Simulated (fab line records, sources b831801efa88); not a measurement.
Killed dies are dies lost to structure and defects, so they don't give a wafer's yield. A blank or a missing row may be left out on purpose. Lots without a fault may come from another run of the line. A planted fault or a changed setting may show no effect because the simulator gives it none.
Which tool did it? | flow sky130 | 13 lots, 38 wafers sampled, at 5 steps of a route of 708

WHAT THE GAUGES READ, wafer by wafer
SKY_SONOS_ONO_THK_MEAS_05. Usual: SONOS_ONO_CVD_04_THK 5.64 nm, standard deviation 0.1.
lot  | measured     | on            | SONOS_ONO_CVD_04_THK (nm) | flag
L205 | day 11 22:46 | film_metro-01 | 5.76 5.76 5.68            |
L206 | day 12 06:03 | film_metro-02 | 5.70 5.69 5.59            |
L207 | day 12 14:17 | film_metro-01 | 5.54 5.47 5.51            |
L208 | day 12 16:10 | film_metro-02 | 5.54 5.54 5.58            |
L209 | day 12 23:55 | film_metro-02 | 5.66 5.67 5.66            |
L210 | day 13 05:32 | film_metro-01 | 5.67 5.66 5.68            |
L211 | day 13 14:30 | film_metro-02 | 5.78 5.88 5.83            |
L212 | day 14 00:49 | film_metro-02 | 5.60 5.63 5.52            |
L214 | day 14 11:08 | film_metro-01 | 5.54 5.72 5.63            |
L215 | day 14 19:07 | film_metro-02 | 5.53 5.54 5.39            |
L221 | day 16 23:12 | film_metro-04 | 5.40 5.59                 |
L225 | day 18 01:37 | film_metro-02 | 5.61 5.56 5.44            |
L228 | day 19 08:23 | film_metro-02 | 5.55 5.53 5.53            |

SKY_LDD_HVN_OVL_MEAS_07. Usual: LDD_HVN_OVL 1.7 nm, standard deviation 1.2.
lot  | measured     | on         | LDD_HVN_OVL (nm) | flag
L205 | day 20 14:53 | overlay-02 | 2.1 1.0 2.6      |
L206 | day 21 00:25 | overlay-01 | 0.5 0.7 1.6      |
L207 | day 21 08:28 | overlay-01 | 1.1 0.7 2.2      |
L208 | day 21 11:53 | overlay-01 | 0.3 1.1 0.8      |
L209 | day 21 21:14 | overlay-02 | 1.6 -0.2 0.9     |
L210 | day 22 09:29 | overlay-02 | 0.4 1.9 -0.2     |
L211 | day 22 16:18 | overlay-01 | 4.0 2.2 3.5      |
L212 | day 23 05:35 | overlay-02 | 0.9 1.4 1.7      |
L214 | day 23 15:41 | overlay-01 | 2.0 3.2 2.4      |
L215 | day 24 03:11 | overlay-01 | 0.9 -0.3 2.7     |
L221 | day 26 06:50 | overlay-02 | 3.1 0.6          |
L225 | day 27 10:05 | overlay-02 | 3.7 0.8 2.6      |
L228 | day 28 12:16 | overlay-01 | 2.5 2.6 1.5      |

WHICH TOOL RAN EACH LOT (tool, then ch and the chambers of the sampled wafers, then the start)
lot  | SKY_POLY_GATE_STRIP_18               | SKY_LDD_P_COAT_02                 | SKY_LDD_P_STRIP_10
L205 | plasma_asher-02 ch 0,1, day 16 17:13 | litho_track-04 ch 0, day 18 16:41 | plasma_asher-03 ch 0,1, day 19 08:35
L206 | plasma_asher-01 ch 1, day 17 01:56   | litho_track-03 ch 0, day 19 02:13 | plasma_asher-03 ch 0,1, day 19 17:56
L207 | plasma_asher-02 ch 0,1, day 17 11:12 | litho_track-03 ch 0, day 19 10:40 | plasma_asher-01 ch 0,1, day 20 02:11
L208 | plasma_asher-04 ch 0,1, day 17 13:35 | litho_track-01 ch 0, day 19 13:44 | plasma_asher-01 ch 0,1, day 20 04:59
L209 | plasma_asher-04 ch 0,1, day 17 22:23 | litho_track-03 ch 0, day 19 22:45 | plasma_asher-04 ch 0,1, day 20 14:38
L210 | plasma_asher-02 ch 0,1, day 18 08:31 | litho_track-01 ch 0, day 20 11:29 | plasma_asher-01 ch 0,1, day 21 02:58
L211 | plasma_asher-04 ch 0,1, day 18 15:14 | litho_track-04 ch 0, day 20 17:11 | plasma_asher-03 ch 0,1, day 21 08:56
L212 | plasma_asher-04 ch 0,1, day 19 03:47 | litho_track-01 ch 0, day 21 07:04 | plasma_asher-03 ch 0,1, day 21 23:08
L214 | plasma_asher-04 ch 0,1, day 19 16:01 | litho_track-01 ch 0, day 21 18:20 | plasma_asher-01 ch 0,1, day 22 10:05
L215 | plasma_asher-01 ch 0,1, day 20 02:56 | litho_track-03 ch 0, day 22 06:43 | plasma_asher-03 ch 0,1, day 22 21:50
L221 | plasma_asher-02 ch 1, day 22 09:13   | litho_track-01 ch 0, day 24 10:29 | plasma_asher-03 ch 0,1, day 25 01:26
L225 | plasma_asher-01 ch 0,1, day 23 14:58 | litho_track-04 ch 0, day 25 14:05 | plasma_asher-01 ch 0,1, day 26 05:23
L228 | plasma_asher-01 ch 0, day 24 17:50   | litho_track-03 ch 0, day 26 16:01 | plasma_asher-04 ch 0,1, day 27 07:23
- SKY_POLY_GATE_STRIP_18: strips in O2/N2.
- SKY_LDD_P_COAT_02: resist thk 1140 nm.
- SKY_LDD_P_STRIP_10: strips in O2/N2.

WHAT THE TOOLS THEMSELVES READ (means of the sampled wafers that have a number; where no wafer has one, the mark that the record gives instead)
SKY_POLY_GATE_STRIP_18. Usual: drypump_motor_current_A 5.70 A, standard deviation 0.22; oes_product_au 0.361 a.u., standard deviation 0.0045; strip_time_to_endpoint_s 3.18 s, standard deviation 0.034.
lot  | tool            | drypump_motor_current_A (A) | oes_product_au (a.u.) | strip_time_to_endpoint_s (s) | flag
L205 | plasma_asher-02 | 5.46                        | 0.360                 | 3.18                         |
L206 | plasma_asher-01 | 6.01                        | 0.360                 | 3.12                         |
L207 | plasma_asher-02 | 5.61                        | 0.363                 | 3.18                         |
L208 | plasma_asher-04 | 5.79                        | 0.363                 | 3.16                         |
L209 | plasma_asher-04 | 5.75                        | 0.360                 | 3.20                         |
L210 | plasma_asher-02 | 5.62                        | 0.358                 | 3.16                         |
L211 | plasma_asher-04 | 5.76                        | 0.360                 | 3.18                         |
L212 | plasma_asher-04 | 5.80                        | 0.361                 | 3.24                         |
L214 | plasma_asher-04 | 5.72                        | 0.362                 | 3.23                         |
L215 | plasma_asher-01 | 5.82                        | 0.359                 | 3.16                         |
L221 | plasma_asher-02 | 5.33                        | 0.365                 | 3.19                         |
L225 | plasma_asher-01 | 5.62                        | 0.362                 | 3.19                         |
L228 | plasma_asher-01 | 5.44                        | 0.359                 | 3.17                         |

SKY_LDD_P_STRIP_10. Usual: drypump_motor_current_A 5.91 A, standard deviation 0.27; oes_product_au 0.716 a.u., standard deviation 0.0043; strip_time_to_endpoint_s 14.18 s, standard deviation 0.042.
lot  | tool            | drypump_motor_current_A (A) | oes_product_au (a.u.) | strip_time_to_endpoint_s (s) | flag
L205 | plasma_asher-03 | 6.06                        | 0.717                 | 14.18                        |
L206 | plasma_asher-03 | 6.05                        | 0.721                 | 14.23                        |
L207 | plasma_asher-01 | 5.82                        | 0.716                 | 14.20                        |
L208 | plasma_asher-01 | 5.81                        | 0.713                 | 14.20                        |
L209 | plasma_asher-04 | 5.81                        | 0.714                 | 14.25                        |
L210 | plasma_asher-01 | 5.62                        | 0.716                 | 14.16                        |
L211 | plasma_asher-03 | 6.14                        | 0.718                 | 14.18                        |
L212 | plasma_asher-03 | 6.08                        | 0.711                 | 14.20                        |
L214 | plasma_asher-01 | 5.63                        | 0.713                 | 14.19                        |
L215 | plasma_asher-03 | 6.12                        | 0.720                 | 14.21                        |
L221 | plasma_asher-03 | 6.10                        | 0.718                 | 14.50                        | OFF
L225 | plasma_asher-01 | 5.81                        | 0.712                 | 14.10                        |
L228 | plasma_asher-04 | 5.79                        | 0.711                 | 14.16                        |

THE ANSWER, worked out from the rows above alone
Rule: a lot is off if the mean of its wafers that have a number lies more than 3 standard deviations from the usual mean. A lot without any number at a reading at which 4 lots or more have one is off too. The other lots that the step has rows for count as sound. The gauges are gone through in route order, then the tools' own readings, and for those a lot's mean is taken as printed above. The first step at which some lot is off is used, and at that step the reading that is off furthest; a lot without a number counts as furthest.
Off: L221, at SKY_LDD_P_STRIP_10 (strip_time_to_endpoint_s).
A tool fits if, at that step or a process step before it, it ran every lot that is off, and no sound lot after the first of them. Can't be told from this: 3 tools fit, plasma_asher-02 at SKY_POLY_GATE_STRIP_18, litho_track-01 at SKY_LDD_P_COAT_02, plasma_asher-03 at SKY_LDD_P_STRIP_10.

WHAT THE SIMULATOR HAD PUT IN
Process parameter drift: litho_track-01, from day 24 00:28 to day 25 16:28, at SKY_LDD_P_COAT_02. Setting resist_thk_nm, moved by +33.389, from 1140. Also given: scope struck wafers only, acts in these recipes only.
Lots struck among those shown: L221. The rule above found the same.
